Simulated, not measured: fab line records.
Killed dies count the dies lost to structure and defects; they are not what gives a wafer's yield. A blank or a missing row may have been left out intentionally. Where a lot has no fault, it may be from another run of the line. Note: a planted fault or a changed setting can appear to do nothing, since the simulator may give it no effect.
Shared-tool check | flow gf180mcu | Sample size 12 lots and 36 wafers

## WHY IT WAS OPENED
At GF_TOP_METAL_RS_MEAS_05 the reading TOP_METAL_ALCU_RS is flagged on 2 of 12 lots. No-fault wafers: 0.03256 ohm/sq, standard deviation 0.00027.
Rule: a lot gets a flag if all its wafers with a number sit over 4 standard deviations from that mean, or if no wafer of it has a number. All remaining lots are regarded as sound.

lot  | measured     | on            | TOP_METAL_ALCU_RS (ohm/sq), wafer by wafer | flag
L200 | day 27 07:27 | film metro-04 | 0.03205 0.03217 0.03233                    |
L201 | day 27 15:47 | film metro-01 | 0.03291 0.0327 0.03236                     |
L202 | day 27 17:58 | film metro-01 | 0.03231 0.03258 0.03242                    |
L203 | day 28 04:38 | film metro-01 | 0.0321 0.03202 0.03217                     |
L204 | day 28 15:56 | film metro-03 | 0.03237 0.03252 0.03251                    |
L205 | day 28 23:29 | film metro-01 | 0.03241 0.03209 0.03288                    |
L208 | day 29 23:20 | film metro-01 | 0.03249 0.03241 0.03227                    |
L209 | day 30 01:26 | film metro-01 | 0.03227 0.0328 0.03272                     |
L210 | day 30 10:32 | film metro-01 | 9.7058 9.68 9.7522                         | FLAGGED
L211 | day 30 14:29 | film metro-03 | 9.5096 9.489 9.5204                        | FLAGGED
L221 | day 33 03:33 | film metro-03 | 0.03244 0.0326 0.03242                     |
L222 | day 33 09:48 | film metro-01 | 0.03307 0.03298 0.03283                    |
On average the flagged lots read 9.60950 ohm/sq, which is +9.57694 ohm/sq against the usual, or +99 or more standard deviations.

## EACH LOT AND THE TOOL IT RAN ON
2 process steps preceding the reading are held in the record, out of 602 steps in the route. Every cell lists first the tool, next ch and the chambers used by the sampled wafers, and last the start.
lot  | flag    | GF_MIM_SPUTTER_09            | GF_TOP_METAL_SPUTTER_02
L200 |         | pvd sputter-01, day 24 12:58 | pvd sputter-02, day 27 07:22
L201 |         | pvd sputter-01, day 24 22:02 | pvd sputter-03, day 27 15:42
L202 |         | pvd sputter-01, day 25 00:59 | pvd sputter-02, day 27 17:53
L203 |         | pvd sputter-03, day 25 11:40 | pvd sputter-02, day 28 04:29
L204 |         | pvd sputter-01, day 26 01:13 | pvd sputter-02, day 28 15:50
L205 |         | pvd sputter-04, day 26 08:53 | pvd sputter-03, day 28 23:23
L208 |         | pvd sputter-01, day 27 09:41 | pvd sputter-01, day 29 23:12
L209 |         | pvd sputter-04, day 27 11:46 | pvd sputter-02, day 30 01:21
L210 | FLAGGED | pvd sputter-03, day 27 22:14 | pvd sputter-01, day 30 10:27
L211 | FLAGGED | pvd sputter-01, day 28 02:25 | pvd sputter-03, day 30 14:24
L221 |         | pvd sputter-03, day 30 22:19 | pvd sputter-03, day 33 03:28
L222 |         | pvd sputter-03, day 31 04:18 | pvd sputter-01, day 33 09:43
What is done by these steps:
- GF_MIM_SPUTTER_09: material TiN, target thk 35 nm, time 29.2 s.
- GF_TOP_METAL_SPUTTER_02: material AlCu, target thk 900 nm, time 47.82 s.
- GF_TOP_METAL_RS_MEAS_05: measures by four-point-probe.

## FLAGGED OVER TOTAL, TOOL BY TOOL (the gauges that took the reading come last)
step                    | tool           | lots run | flagged | share of the flagged lots | sound lots run after its first flagged lot
GF_MIM_SPUTTER_09       | pvd sputter-01 | 6        | 1       | some                      | 0
GF_MIM_SPUTTER_09       | pvd sputter-03 | 4        | 1       | some                      | 2 (L221,L222)
GF_MIM_SPUTTER_09       | pvd sputter-04 | 2        | 0       | none                      | -
GF_TOP_METAL_SPUTTER_02 | pvd sputter-01 | 3        | 1       | some                      | 1 (L222)
GF_TOP_METAL_SPUTTER_02 | pvd sputter-02 | 5        | 0       | none                      | -
GF_TOP_METAL_SPUTTER_02 | pvd sputter-03 | 4        | 1       | some                      | 1 (L221)
GF_TOP_METAL_RS_MEAS_05 | film metro-01  | 8        | 1       | some                      | 1 (L222)
GF_TOP_METAL_RS_MEAS_05 | film metro-03  | 3        | 1       | some                      | 1 (L221)
GF_TOP_METAL_RS_MEAS_05 | film metro-04  | 1        | 0       | none                      | -

## THE TABLE: WHAT IT ALLOWS
No row of the table ran every flagged lot.

## WHAT WAS PUT IN BY THE SIMULATOR
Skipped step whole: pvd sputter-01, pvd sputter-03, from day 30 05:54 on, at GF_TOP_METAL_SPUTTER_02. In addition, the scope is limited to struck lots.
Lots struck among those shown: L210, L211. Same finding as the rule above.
